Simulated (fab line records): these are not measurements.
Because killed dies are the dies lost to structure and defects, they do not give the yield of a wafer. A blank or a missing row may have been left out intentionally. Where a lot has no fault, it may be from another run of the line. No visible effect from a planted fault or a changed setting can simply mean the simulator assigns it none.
fab line records | flow gf180mcu
[record] lots = 6 | wafers = 18 | last-day = 33
route steps=602 shown V1@349
lots untouched by any fault: they come from a run of this same line in which no faults occurred
start-h: hours from the record's opening day to when the first of the lot's shown wafers began | wait-h: time in hours since the lot's previous step | " identical to the entry in the row above | L1.1+2: one row covering several wafers at once | - either no value or no given start | * or withheld: withheld | < > ~ a bound
route shown NAME@n: names a module that has steps shown in the file, with the first one's number in the route | usual: the fault-free wafers' mean and standard deviation | same: alike in all rows | chamber/n: place in a boat | sites: the reading at each site | _std_site: their standard deviation | _edge_site: the outer-site mean with the inner-site mean subtracted | radius-mm: for every site, how far away it sits from the centre of the wafer | mask NAME#n: copy n | behind: tool/chamber where the wafer was last shaped | hold: reason for holding the lot/hours on hold/outcome of the hold | device: which transistor (n, p or np) failed to switch | end of line: at the end of the route, the tests of the same wafers | where a step has no rows: the recipe by itself | killed: not the wafer's yield, but the dies lost to structure and defects at the first sort | map: dies across one wafer; x = killed, . = not, _ = none there
set.NAME: the setting as run; set.NAME@STEP: as run at that earlier step | model.NAME: the simulator's own value behind a step, which no gauge read
lots at selected steps of the route; one table per step, one row per wafer
services: from which hour (start-h, from the record's first day; less than 0 if before it) a tool's chamber was out of use, for how many hours, and why
[[steps]]
[step GF_V1_CD_MEAS_14]
[recipe] target-cd-nm = 260
[usual] cd-nm = 259.7/1.2
lot.wafer | tool      | chamber | start-h | wait-h | cd-nm
L542.1    | cd-sem-02 | -       | 483.41  | 0.1    | 257.4
L542.3    | "         | -       | "       | "      | 258.2
L542.6    | "         | -       | "       | "      | 258.4
L545.2    | cd-sem-01 | -       | 513.78  | 0.1    | 259.5
L545.3    | "         | -       | "       | "      | 261.4
L545.6    | "         | -       | "       | "      | 260.7
L548.2    | cd-sem-01 | -       | 534.78  | 0.1    | 261.2
L548.4    | "         | -       | "       | "      | 261.1
L548.6    | "         | -       | "       | "      | 260.5
L549.1    | cd-sem-02 | -       | 549.46  | 0.1    | 259.3
L549.4    | "         | -       | "       | "      | 258.5
L549.6    | "         | -       | "       | "      | 259.6
L550.2    | cd-sem-01 | -       | 556.23  | 0.1    | 258.6
L550.4    | "         | -       | "       | "      | 260.0
L550.6    | "         | -       | "       | "      | 258.7
L553.1    | cd-sem-01 | -       | 576.46  | 0.1    | 262.6
L553.4    | "         | -       | "       | "      | 262.4
L553.6    | "         | -       | "       | "      | 262.8
[step GF_V1_OVL_MEAS_15]
[usual] V1_OVL = 1/5.8
lot.wafer | tool       | chamber | start-h | wait-h | V1_OVL[nm]
L542.1    | overlay-02 | -       | 483.53  | 0.1    | -2
L542.3    | "          | -       | "       | "      | -9
L542.6    | "          | -       | "       | "      | -3
L545.2    | overlay-01 | -       | 513.89  | 0.1    | -4
L545.3    | "          | -       | "       | "      | 0
L545.6    | "          | -       | "       | "      | 3
L548.2    | overlay-01 | -       | 534.89  | 0.1    | -1
L548.4    | "          | -       | "       | "      | -1
L548.6    | "          | -       | "       | "      | 7
L549.1    | overlay-02 | -       | 549.58  | 0.1    | 2
L549.4    | "          | -       | "       | "      | -4
L549.6    | "          | -       | "       | "      | 1
L550.2    | overlay-01 | -       | 556.34  | 0.1    | 6
L550.4    | "          | -       | "       | "      | -1
L550.6    | "          | -       | "       | "      | 1
L553.1    | overlay-02 | -       | 576.58  | 0.1    | 1
L553.4    | "          | -       | "       | "      | -3
L553.6    | "          | -       | "       | "      | 0
[step GF_V1_ETCH_16]
[recipe] chemistry = N2/H2 | target-depth-a = withheld | overetch-a = withheld | time-s = withheld | target = BARC | ion-energy-ev = 200 | source-w = 500 | bias-w = 100 | pressure-mtorr = 30 | n2-flow-sccm = 100 | h2-flow-sccm = 200
[usual] drypump-motor-current-A = 5.8/0.52 | oes-product-au = 0.855/0.0057 | throttle-valve-pct = 13.225/0.0096
lot.wafer | tool        | chamber | start-h | wait-h | drypump-motor-current-A | oes-product-au | throttle-valve-pct
L542.1    | rie-diel-04 | 1       | 483.57  | 0.0    | 5.3                     | 0.851          | 13.222
L542.3    | "           | 0       | "       | "      | 6.1                     | 0.857          | 13.225
L542.6    | "           | 0       | "       | "      | 6.1                     | 0.850          | 13.240
L545.2    | rie-diel-03 | 2       | 513.92  | 0.0    | 5.7                     | 0.851          | 13.229
L545.3    | "           | 1       | "       | "      | 6.0                     | 0.848          | 13.223
L545.6    | "           | 0       | "       | "      | 5.8                     | 0.856          | 13.214
L548.2    | rie-diel-03 | 2       | 534.92  | 0.0    | 5.6                     | 0.863          | 13.217
L548.4    | "           | 0       | "       | "      | 5.7                     | 0.858          | 13.228
L548.6    | "           | 2       | "       | "      | 5.6                     | 0.856          | 13.217
L549.1    | rie-diel-03 | 3       | 549.62  | 0.0    | 6.7                     | 0.860          | 13.220
L549.4    | "           | 2       | "       | "      | 5.6                     | 0.842          | 13.220
L549.6    | "           | 1       | "       | "      | 6.0                     | 0.851          | 13.254
L550.2    | rie-diel-03 | 0       | 556.37  | 0.0    | 5.8                     | 0.848          | 13.231
L550.4    | "           | 2       | "       | "      | 5.6                     | 0.860          | 13.208
L550.6    | "           | 3       | "       | "      | 6.8                     | 0.851          | 13.233
L553.1    | rie-diel-02 | 0       | 576.61  | 0.0    | 6.0                     | 0.858          | 13.225
L553.4    | "           | 1       | "       | "      | 5.8                     | 0.843          | 13.218
L553.6    | "           | 0       | "       | "      | 6.0                     | 0.847          | 13.222
[step GF_V1_ETCH_17]
[recipe] chemistry = C4F8/O2/Ar | mask-material = KrF | target = SiO2 | stop-on = TiN | source-w = 1500 | bias-w = 1200 | pressure-mtorr = 40 | c4f8-flow-sccm = withheld | O2_flow_sccm = 6 | Ar_flow_sccm = 300 | time-s = withheld | target-depth-a = 6300
[usual] oes-product-au = 0.856/0.0043
lot.wafer | tool        | chamber | start-h | wait-h | oes-product-au
L542.1    | rie-diel-04 | 1       | -       | -      | 0.847
L542.3    | "           | 0       | "       | "      | 0.854
L542.6    | "           | 0       | "       | "      | 0.854
L545.2    | rie-diel-03 | 2       | -       | -      | 0.853
L545.3    | "           | 1       | "       | "      | 0.858
L545.6    | "           | 0       | "       | "      | 0.858
L548.2    | rie-diel-03 | 2       | -       | -      | 0.857
L548.4    | "           | 0       | "       | "      | 0.858
L548.6    | "           | 2       | "       | "      | 0.860
L549.1    | rie-diel-03 | 3       | -       | -      | 0.858
L549.4    | "           | 2       | "       | "      | 0.863
L549.6    | "           | 1       | "       | "      | 0.854
L550.2    | rie-diel-03 | 0       | -       | -      | 0.860
L550.4    | "           | 2       | "       | "      | 0.854
L550.6    | "           | 3       | "       | "      | 0.855
L553.1    | rie-diel-02 | 0       | -       | -      | 0.857
L553.4    | "           | 1       | "       | "      | 0.859
L553.6    | "           | 0       | "       | "      | 0.860
[step GF_V1_STRIP_18]
[recipe] chemistry = O2/N2 | power-w = 1400 | pressure-mtorr = 1500 | platen-temp-c = 250 | o2-flow-sccm = 3000 | n2-flow-sccm = 300 | overash-fraction = 0.5
[step GF_V1_STRIP_19]
[recipe] chemistry = post-etch-residue-remover | time-s = 1200 | temp-c = 72.5
[step GF_V1_CLEAN_20]
[recipe] chemistry = DIW | dry = n2-spin
[step GF_V1_SPUTTER_21]
[recipe] material = Ti | target-thk-nm = 15 | chamber-pressure-pa = 5 | power-w = 2500 | substrate-temp-c = 200 | time-s = 80.02
[usual] throttle-valve-pct = 30.0/1
lot.wafer | tool           | chamber | start-h | wait-h | throttle-valve-pct
L542.1    | pvd-sputter-02 | -       | 484.23  | 0.0    | 28.3
L542.3    | "              | -       | "       | "      | 30.3
L542.6    | "              | -       | "       | "      | 30.0
L545.2    | pvd-sputter-03 | -       | 514.58  | 0.0    | 31.7
L545.3    | "              | -       | "       | "      | 28.5
L545.6    | "              | -       | "       | "      | 30.4
L548.2    | pvd-sputter-02 | -       | 535.61  | 0.0    | 29.4
L548.4    | "              | -       | "       | "      | 31.3
L548.6    | "              | -       | "       | "      | 28.0
L549.1    | pvd-sputter-03 | -       | 550.28  | 0.0    | 31.6
L549.4    | "              | -       | "       | "      | 28.6
L549.6    | "              | -       | "       | "      | 28.9
L550.2    | pvd-sputter-01 | -       | 557.03  | 0.0    | 29.1
L550.4    | "              | -       | "       | "      | 29.6
L550.6    | "              | -       | "       | "      | 29.7
L553.1    | pvd-sputter-02 | -       | 577.34  | 0.0    | 30.3
L553.4    | "              | -       | "       | "      | 31.3
L553.6    | "              | -       | "       | "      | 28.4
[step GF_V1_SPUTTER_22]
[recipe] material = TiN | target-thk-nm = 10 | chamber-pressure-pa = 5 | power-w = 4000 | time-s = 40
[usual] throttle-valve-pct = 30.0/1
lot.wafer | tool           | chamber | start-h | wait-h | throttle-valve-pct
L542.1    | pvd-sputter-02 | -       | 484.29  | 0.0    | 28.0
L542.3    | "              | -       | "       | "      | 30.0
L542.6    | "              | -       | "       | "      | 30.1
L545.2    | pvd-sputter-03 | -       | 514.64  | 0.0    | 31.7
L545.3    | "              | -       | "       | "      | 28.5
L545.6    | "              | -       | "       | "      | 30.2
L548.2    | pvd-sputter-02 | -       | 535.67  | 0.0    | 29.6
L548.4    | "              | -       | "       | "      | 31.5
L548.6    | "              | -       | "       | "      | 28.0
L549.1    | pvd-sputter-03 | -       | 550.34  | 0.0    | 31.4
L549.4    | "              | -       | "       | "      | 28.6
L549.6    | "              | -       | "       | "      | 28.5
L550.2    | pvd-sputter-01 | -       | 557.09  | 0.0    | 28.9
L550.4    | "              | -       | "       | "      | 29.4
L550.6    | "              | -       | "       | "      | 29.5
L553.1    | pvd-sputter-02 | -       | 577.40  | 0.0    | 30.3
L553.4    | "              | -       | "       | "      | 31.5
L553.6    | "              | -       | "       | "      | 28.3
[step GF_V1_CVD_23]
[recipe] material = W | target-thk-nm = 350 | time-s = 105.05 | temp-c = 400 | pressure-torr = 40
[usual] heater-power-w = 856/50
lot.wafer | tool     | chamber | start-h | wait-h | heater-power-w | since-wet-clean-h
L542.1    | cvd-w-02 | 1       | 484.33  | 0.0    | 847            | 580
L542.3    | "        | 1       | "       | "      | 856            | -
L542.6    | "        | 1       | "       | "      | 841            | -
L545.2    | cvd-w-02 | 1       | 514.68  | 0.0    | 853            | 611
L545.3    | "        | 0       | "       | "      | 790            | -
L545.6    | "        | 0       | "       | "      | 788            | -
L548.2    | cvd-w-02 | 1       | 535.71  | 0.0    | 826            | 632
L548.4    | "        | 1       | "       | "      | 833            | -
L548.6    | "        | 1       | "       | "      | 855            | -
L549.1    | cvd-w-01 | 1       | 550.38  | 0.0    | 901            | 146
L549.4    | "        | 1       | "       | "      | 910            | -
L549.6    | "        | 0       | "       | "      | 919            | -
L550.2    | cvd-w-02 | 0       | 557.13  | 0.0    | 794            | 653
L550.4    | "        | 1       | "       | "      | 840            | -
L550.6    | "        | 1       | "       | "      | 832            | -
L553.1    | cvd-w-01 | 1       | 577.44  | 0.0    | 913            | 173
L553.4    | "        | 0       | "       | "      | 927            | -
L553.6    | "        | 1       | "       | "      | 906            | -
[step GF_V1_RS_MEAS_24]
[recipe] thk-meas-gauge = four-point-probe | reads = W_of_V1_CVD_23+TiN_of_V1_SPUTTER_22+Ti_of_V1_SPUTTER_21
[usual] V1_W_RS = 0.327/0.0035
lot.wafer | tool          | chamber | start-h | wait-h | V1_W_RS[ohm/sq]
L542.1    | film-metro-01 | -       | 484.44  | 0.1    | 0.324
L542.3    | "             | -       | "       | "      | 0.323
L542.6    | "             | -       | "       | "      | 0.325
L545.2    | film-metro-03 | -       | 514.81  | 0.1    | 0.319
L545.3    | "             | -       | "       | "      | 0.323
L545.6    | "             | -       | "       | "      | 0.320
L548.2    | film-metro-03 | -       | 535.84  | 0.1    | 0.327
L548.4    | "             | -       | "       | "      | 0.324
L548.6    | "             | -       | "       | "      | 0.326
L549.1    | film-metro-02 | -       | 550.49  | 0.1    | 0.330
L549.4    | "             | -       | "       | "      | 0.328
L549.6    | "             | -       | "       | "      | 0.333
L550.2    | film-metro-01 | -       | 557.26  | 0.1    | 0.326
L550.4    | "             | -       | "       | "      | 0.325
L550.6    | "             | -       | "       | "      | 0.326
L553.1    | film-metro-03 | -       | 577.55  | 0.1    | 0.326
L553.4    | "             | -       | "       | "      | 0.330
L553.6    | "             | -       | "       | "      | 0.328
[step GF_V1_THK_MEAS_25]
[recipe] thk-meas-gauge = xrf | reads = W_of_V1_CVD_23
[usual] V1_W_THK = 354/5.2
lot.wafer | tool          | chamber | start-h | wait-h | V1_W_THK[nm]
L542.1    | film-metro-01 | -       | 484.56  | 0.1    | 355
L542.3    | "             | -       | "       | "      | 356
L542.6    | "             | -       | "       | "      | 353
L545.2    | film-metro-03 | -       | 514.92  | 0.1    | 363
L545.3    | "             | -       | "       | "      | 359
L545.6    | "             | -       | "       | "      | 361
L548.2    | film-metro-03 | -       | 535.95  | 0.1    | 350
L548.4    | "             | -       | "       | "      | 356
L548.6    | "             | -       | "       | "      | 351
L549.1    | film-metro-02 | -       | 550.61  | 0.1    | 356
L549.4    | "             | -       | "       | "      | 361
L549.6    | "             | -       | "       | "      | 355
L550.2    | film-metro-01 | -       | 557.37  | 0.1    | 353
L550.4    | "             | -       | "       | "      | 350
L550.6    | "             | -       | "       | "      | 355
L553.1    | film-metro-03 | -       | 577.67  | 0.1    | 354
L553.4    | "             | -       | "       | "      | 348
L553.6    | "             | -       | "       | "      | 348
[step GF_V1_CMP_26]
[recipe] stop-on = SiO2 | down-force-psi = 3.5 | platen-rpm = 60 | t-overpolish-s = 15 | target-thk-nm = 0 | pad-velocity-m-s = 0.94248
[usual] edge-zone-pressure-frac = 1.000/0.0049 | head-pressure-psi = 3.500/0.0079 | motor-current-A = 11.3/1.1 | overpolish-run-s = 15.000/0.0089 | time-to-endpoint-s = 84.8/2.9
lot.wafer | tool   | chamber | start-h | wait-h | edge-zone-pressure-frac | head-pressure-psi | motor-current-A | overpolish-run-s | time-to-endpoint-s | model.W_of_V1_CVD_23.thk-nm | model.SiO2_of_V1_CVD_02.thk-nm
L542.1    | cmp-01 | 2       | 484.62  | 0.1    | 0.996                   | 3.502             | 10.8            | 14.998           | 83.3               | 0                           | 629.1
L542.3    | "      | 1       | "       | "      | 1.004                   | 3.490             | 10.8            | 15.002           | 82.8               | 0                           | 629.8
L542.6    | "      | 2       | "       | "      | 1.000                   | 3.511             | 11.0            | 15.013           | 80.1               | 0                           | 628.4
L545.2    | cmp-01 | 3       | 515.02  | 0.1    | 1.003                   | 3.514             | 13.0            | 14.981           | 89.0               | 0                           | 629.5
L545.3    | "      | 0       | "       | "      | 1.001                   | 3.493             | 12.5            | 14.994           | 85.4               | 0                           | 628.9
L545.6    | "      | 3       | "       | "      | 1.004                   | 3.508             | 12.1            | 15.001           | 86.4               | 0                           | 629.8
L548.4    | cmp-01 | 1       | 536.05  | 0.1    | -                       | -                 | -               | -                | -                  | 353.4                       | 631.8
L548.2    | "      | 3       | "       | "      | -                       | -                 | -               | -                | -                  | 349.7                       | 631.8
L548.6    | "      | 0       | "       | "      | -                       | -                 | -               | -                | -                  | 351.4                       | 632.8
L549.1    | cmp-02 | 3       | 550.67  | 0.1    | -                       | -                 | -               | -                | -                  | 348.1                       | 631.3
L549.4    | "      | 2       | "       | "      | -                       | -                 | -               | -                | -                  | 349                         | 632.1
L549.6    | "      | 0       | "       | "      | -                       | -                 | -               | -                | -                  | 344.5                       | 631.1
L550.4    | cmp-02 | 1       | 557.42  | 0.0    | 1.000                   | 3.505             | 11.8            | 15.000           | 84.7               | 0                           | 629.1
L550.2    | "      | 3       | "       | "      | 0.992                   | 3.505             | 11.0            | 15.012           | 87.8               | 0                           | 628.9
L550.6    | "      | 1       | "       | "      | 1.006                   | 3.507             | 11.7            | 15.002           | 87.7               | 0                           | 629.2
L553.4    | cmp-01 | 3       | 577.73  | 0.0    | 0.996                   | 3.498             | 12.0            | 15.008           | 86.0               | 0                           | 629.2
L553.1    | "      | 0       | "       | "      | 1.000                   | 3.494             | 12.7            | 14.994           | 85.2               | 0                           | 628.2
L553.6    | "      | 3       | "       | "      | 1.003                   | 3.499             | 12.3            | 15.002           | 89.5               | 0                           | 628.6
[[services]]
tool           | chamber | start-h | hours | kind
cmp-02         | -       | 462.66  | 4.9   | repair
pvd-sputter-01 | -       | 468.92  | 1.3   | repair
cvd-w-02       | 1       | 474.89  | 5.9   | repair
cmp-01         | -       | 478.74  | 3.7   | pm
pvd-sputter-02 | 0       | 479.78  | -     | consumable-replace:kit
pvd-sputter-02 | 0       | 479.78  | 18.0  | scheduled-down
pvd-sputter-02 | 0       | 479.78  | 18.0  | vent-cycle
rie-diel-03    | 3       | 509.57  | -     | clean
rie-diel-03    | 3       | 509.57  | 14.6  | scheduled-down
rie-diel-03    | 3       | 509.57  | 14.6  | vent-cycle
rie-diel-04    | 2       | 511.20  | 25.9  | repair
rie-diel-02    | -       | 517.07  | 2.8   | pm
rie-diel-04    | 0       | 518.55  | 1.8   | repair
pvd-sputter-03 | -       | 529.51  | 9.7   | repair
cvd-w-01       | -       | 532.36  | 0.6   | repair
rie-diel-04    | 0       | 536.12  | 10.5  | repair
rie-diel-04    | 0       | 546.58  | -     | clean
rie-diel-04    | 2       | 552.89  | 22.3  | repair
rie-diel-03    | 1       | 555.55  | 19.6  | repair
pvd-sputter-03 | 2       | 568.83  | -     | consumable-replace:kit
pvd-sputter-03 | 2       | 568.83  | 18.0  | scheduled-down
pvd-sputter-03 | 2       | 568.83  | 18.0  | vent-cycle
pvd-sputter-01 | -       | 571.38  | 22.5  | repair
cmp-02         | -       | 572.92  | 4.0   | pm
[[key]]
[first-sign] step = GF_V1_CMP_26 | reading = tool-record | direction = missing
effect none on later readings
[model-effect] step = GF_V1_CMP_26 | value = W_of_V1_CVD_23.thk-nm | without = 0 | struck = 349.3
met-at GF_V1_CMP_26
struck-wafers L548.2,L548.4,L548.6,L549.1,L549.4,L549.6
later-rows-left-out L548.2,L548.4,L548.6,L549.1,L549.4,L549.6
sort-left-out L548.2,L548.4,L548.6,L549.1,L549.4,L549.6
onset-between 515.02 536.05
[fault] kind = skipped-step-whole | tool = cmp-01,cmp-02 | chamber = - | onset-h = 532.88 | steps = GF_V1_CMP_26 | scope = struck-lots-only
// sort-left-out: the simulated sort isn't trusted on such a fault, so these wafers' sort isn't shown, and their yield isn't known
// later-rows-left-out: the simulator's readings of these wafers behind a module that went badly wrong aren't trusted and aren't shown, but for the sort
